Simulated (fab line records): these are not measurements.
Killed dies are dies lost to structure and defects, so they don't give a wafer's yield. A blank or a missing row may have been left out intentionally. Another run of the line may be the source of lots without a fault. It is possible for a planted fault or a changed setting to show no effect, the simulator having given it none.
Which tool is to blame?    flow gf180mcu    42 wafers from 14 lots sampled at 4 of the route's 602 steps

== WHAT EACH GAUGE READ, for each wafer ==
GF_HV_LDD_OVL_MEAS_32.
lot   measured      on          HV_LDD_02_OVL (nm)
L240  day 11 12:31  overlay-02  -0.8 -1.0 0.8
L241  day 11 18:49  overlay-02  -0.6 -0.4 -2.7
L242  day 12 01:34  overlay-02  2.1 1.0 -0.6
L246  day 13 11:56  overlay-01  0.5 0.3 -0.5
L248  day 14 05:08  overlay-02  -0.1 0.1 -2.1
L253  day 15 16:58  overlay-02  -0.6 -0.7 -1.2
L254  day 15 22:42  overlay-01  -3.6 -3.2 -1.9
L256  day 16 16:58  overlay-01  -1.1 0.0 0.2
L257  day 17 04:13  overlay-02  -2.2 -0.6 -1.3
L258  day 17 13:31  overlay-01  -3.4 -3.3 -0.7
L260  day 18 02:25  overlay-01  1.6 1.9 2.3
L261  day 18 14:01  overlay-01  1.2 2.8 1.9
L262  day 18 18:25  overlay-02  -1.1 -0.5 1.1
L263  day 19 06:00  overlay-02  -0.4 -0.5 -1.6

GF_CONTACT_THK_MEAS_01.
lot   measured      on            CONTACT_CVD_00_THK (nm)
L240  day 15 02:56  filmMetro-02  303.4 296.8 296.2
L241  day 15 08:52  filmMetro-02  301.7 303.3 303.3
L242  day 15 17:40  filmMetro-02  295.6 297.8 302.4
L246  day 17 08:49  filmMetro-03  299.1 295.9 299.2
L248  day 18 02:28  filmMetro-04  298.8 297.9 297.5
L253  day 19 19:10  filmMetro-02  306.0 298.1 298.4
L254  day 20 02:22  filmMetro-02  297.9 296.1 295.3
L256  day 20 22:10  filmMetro-03  301.3 295.9 296.2
L257  day 21 08:10  filmMetro-04  302.8 301.2 299.6
L258  day 21 17:40  filmMetro-03  304.0 299.4 298.5
L260  day 22 09:05  filmMetro-04  300.8 302.1 298.8
L261  day 22 18:28  filmMetro-04  297.0 299.5 296.9
L262  day 23 00:43  filmMetro-04  301.0 297.6 302.5
L263  day 23 10:47  filmMetro-03  301.4 298.9 295.1

== TOOL THAT RAN EACH LOT (tool first, then ch and the chambers of the sampled wafers, then the start) ==
lot   GF_NSD_STRIP_11                      GF_SAB_SOFTBAKE_05
L240  plasmaAsher-01 ch 0, day 13 07:43    lithoTrack-03 ch 0, day 14 15:20
L241  plasmaAsher-02 ch 0,1, day 13 14:16  lithoTrack-01 ch 0, day 14 21:26
L242  plasmaAsher-02 ch 0,1, day 13 21:58  lithoTrack-03 ch 0, day 15 06:03
L246  plasmaAsher-02 ch 0,1, day 15 10:26  lithoTrack-01 ch 0, day 16 20:38
L248  plasmaAsher-01 ch 0,1, day 16 03:17  lithoTrack-01 ch 0, day 17 13:53
L253  plasmaAsher-02 ch 0,1, day 17 17:17  lithoTrack-01 ch 0, day 19 05:20
L254  plasmaAsher-01 ch 0,1, day 18 00:28  lithoTrack-01 ch 0, day 19 12:59
L256  plasmaAsher-03 ch 0,1, day 18 19:28  lithoTrack-03 ch 0, day 20 08:36
L257  plasmaAsher-03 ch 0,1, day 19 06:47  lithoTrack-03 ch 0, day 20 19:03
L258  plasmaAsher-02 ch 0,1, day 19 17:02  lithoTrack-03 ch 0, day 21 04:57
L260  plasmaAsher-01 ch 0,1, day 20 07:38  lithoTrack-02 ch 0, day 21 19:56
L261  plasmaAsher-01 ch 0,1, day 20 17:53  lithoTrack-01 ch 0, day 22 05:46
L262  plasmaAsher-03 ch 0,1, day 21 00:40  lithoTrack-01 ch 0, day 22 11:41
L263  plasmaAsher-02 ch 0,1, day 21 10:14  lithoTrack-03 ch 0, day 22 22:27
- GF_NSD_STRIP_11: strips in O2/N2.
- GF_SAB_SOFTBAKE_05: time 60 s.

== WHAT THE TOOLS THEMSELVES READ (means of the sampled wafers that have a number; where no wafer has one, the mark that the record gives instead) ==
GF_NSD_STRIP_11.
lot   tool            chamberPressureMTorr (mTorr)  drypumpMotorCurrentA (A)  heaterPowerW (W)  n2FlowSccm (sccm)  oesProductAu (a.u.)  stripTimeToEndpointS (s)
L240  plasmaAsher-01  1499.6                        6.07                      384               301.3              0.487                22.93
L241  plasmaAsher-02  1499.4                        5.94                      280               299.8              0.487                22.91
L242  plasmaAsher-02  1500.0                        6.05                      303               300.2              0.489                22.99
L246  plasmaAsher-02  1500.1                        5.94                      276               299.6              0.485                22.96
L248  plasmaAsher-01  1500.8                        5.85                      371               299.4              0.487                22.97
L253  plasmaAsher-02  1500.8                        5.95                      281               300.0              0.485                22.89
L254  plasmaAsher-01  1500.9                        5.68                      369               299.6              0.483                22.88
L256  plasmaAsher-03  1501.1                        5.76                      336               299.1              0.485                22.94
L257  plasmaAsher-03  1500.7                        5.75                      332               300.1              0.487                22.98
L258  plasmaAsher-02  1500.0                        5.96                      277               299.5              0.485                22.99
L260  plasmaAsher-01  1500.2                        5.90                      365               299.4              0.492                22.92
L261  plasmaAsher-01  1499.7                        5.88                      368               300.5              0.486                22.94
L262  plasmaAsher-03  1498.9                        5.75                      335               299.2              0.489                22.93
L263  plasmaAsher-02  1500.4                        5.94                      279               301.2              0.483                22.93

GF_SAB_SOFTBAKE_05.
lot   tool           runLengthS (s)
L240  lithoTrack-03  89.13
L241  lithoTrack-01  88.97
L242  lithoTrack-03  89.05
L246  lithoTrack-01  88.92
L248  lithoTrack-01  88.98
L253  lithoTrack-01  102.52
L254  lithoTrack-01  102.60
L256  lithoTrack-03  89.05
L257  lithoTrack-03  89.14
L258  lithoTrack-03  89.29
L260  lithoTrack-02  89.07
L261  lithoTrack-01  89.05
L262  lithoTrack-01  89.00
L263  lithoTrack-03  89.07

== THE ANSWER, worked out from the rows above alone ==
Rule: usual is defined by the lots themselves. Put in order of their means at a reading, lots are off if they are a third of the lots or fewer, leave a main group of 4 or more, and stand apart from it by a gap of 3 or more times the standard deviation of the main group's means; of several such gaps the widest counts. A main group is skipped when, at the precision printed for the reading in the tables above, its means are all equal. Also off: a lot with no number at a reading for which 4 or more lots have one. Any other lot the step has rows for is counted as sound. Order of review: gauges by route order, followed by the tools' own readings, for which a lot's mean as printed above is used. At the first step where some lot is off, the reading lying furthest off is the one used; lots without a number count as furthest.
Off at GF_SAB_SOFTBAKE_05 (runLengthS): L253, L254. Mean 89.06 s and standard deviation 0.092 in the main group.
A tool fits if, at that step or a process step before it, it ran every lot that is off, and no sound lot after the first of them. No candidate that was tried fits.

== WHAT THE SIMULATOR HAD PUT IN ==
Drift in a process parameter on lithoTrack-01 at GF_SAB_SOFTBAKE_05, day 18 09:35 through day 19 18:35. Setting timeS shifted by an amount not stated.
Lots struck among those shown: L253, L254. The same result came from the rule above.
